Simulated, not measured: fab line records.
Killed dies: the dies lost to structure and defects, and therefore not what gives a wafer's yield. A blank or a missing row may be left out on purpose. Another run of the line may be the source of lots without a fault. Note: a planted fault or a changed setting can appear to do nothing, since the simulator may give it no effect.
One fault seen from 2 desks :: flow gf180mcu :: each desk has only its own numbers; what lay behind them comes last

== THE TOOL OWNER'S DESK: plasmaAsher-03 ==
The tool's own readings at GF_VT_IMPLANT_STRIP_31 (strips in O2/N2): means of the sampled wafers that have a number, for each lot that ran on this tool. Marked OUT: a lot whose mean sits more than 4 standard deviations from the usual mean, which makes it out of limits; the brackets give that distance.
Columns: A = chamberPressureMTorr at GF_VT_IMPLANT_STRIP_31, usual 1500.0 mTorr; B = drypumpMotorCurrentA at GF_VT_IMPLANT_STRIP_31, usual 5.7 A; C = heaterPowerW at GF_VT_IMPLANT_STRIP_31, usual 333 W; D = n2FlowSccm at GF_VT_IMPLANT_STRIP_31, usual 300.0 sccm; E = oesProductAu at GF_VT_IMPLANT_STRIP_31, usual 0.716 a.u.; F = stripTimeToEndpointS at GF_VT_IMPLANT_STRIP_31, usual 12.63 s
lot: L506
first seen here: day 11 06:49
A: 1499.8
B: 5.8
C: 309
D: 300.8
E: 0.713
F: 12.70

lot: L508
first seen here: day 11 13:44
A: 1499.4
B: 6.1
C: 323
D: 300.1
E: 0.714
F: 12.70

lot: L511
first seen here: day 12 07:11
A: 1500.3
B: 6.1
C: 322
D: 300.5
E: 0.713
F: 12.63

lot: L514
first seen here: day 13 11:46
A: 1499.5
B: 5.8
C: 305
D: 300.5
E: 0.715
F: 12.64
This desk's verdict: no lot among the 4 shows anything out of limits.

== FROM THE METROLOGY DESK ==
What the gauges read for every lot (on any tool): the sampled wafers with a number, averaged. Marked OUT: a lot whose mean sits more than 4 standard deviations from the usual mean, which makes it out of limits; the brackets give that distance.
Columns: A = VT_IMPLANT_4_TW at GF_VT_IMPLANT_TW_MEAS_43, usual 693; B = HV_LDD_03_OVL at GF_HV_LDD_OVL_MEAS_47, usual 0.6 nm
lot: L494
first seen here: day 8 06:02
A: 690
B: 0.6

lot: L497
first seen here: day 9 02:30
A: 696
B: -0.8

lot: L498
first seen here: day 9 10:03
A: 692
B: 0.6

lot: L499
first seen here: day 9 13:49
A: 30 (-99 or more) OUT
B: -

lot: L500
first seen here: day 10 02:41
A: 30 (-99 or more) OUT
B: -

lot: L502
first seen here: day 11 01:52
A: 690
B: 0.3

lot: L506
first seen here: day 12 02:22
A: 687
B: 0.2

lot: L508
first seen here: day 12 09:14
A: 689
B: 0.6

lot: L511
first seen here: day 13 02:35
A: 697
B: 0.3

lot: L512
first seen here: day 13 19:41
A: 697
B: -0.8

lot: L514
first seen here: day 14 08:34
A: 696
B: 0.6
This desk's finding: out of limits on L499, L500; first on L499, day 9 13:49 (VT_IMPLANT_4_TW at GF_VT_IMPLANT_TW_MEAS_43). L494, L497, L498, L502, L506, L508, L511, L512, L514 stayed within limits.

== TAKEN TOGETHER ==
The metrology desk could have raised an alarm at day 9 13:49, on L499, L500.
The tool owner's desk saw nothing out of limits.
The tool owner's desk has no number on record for L499, L500.
All the named lots went through GF_VT_IMPLANT_STRIP_31 on plasmaAsher-03.

== WHAT THE SIMULATOR PUT IN ==
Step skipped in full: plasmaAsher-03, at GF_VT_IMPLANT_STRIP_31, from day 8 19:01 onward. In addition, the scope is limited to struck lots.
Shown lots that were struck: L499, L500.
Delay in hours, fault start to first out-of-limits reading, per desk: metrology desk 19.
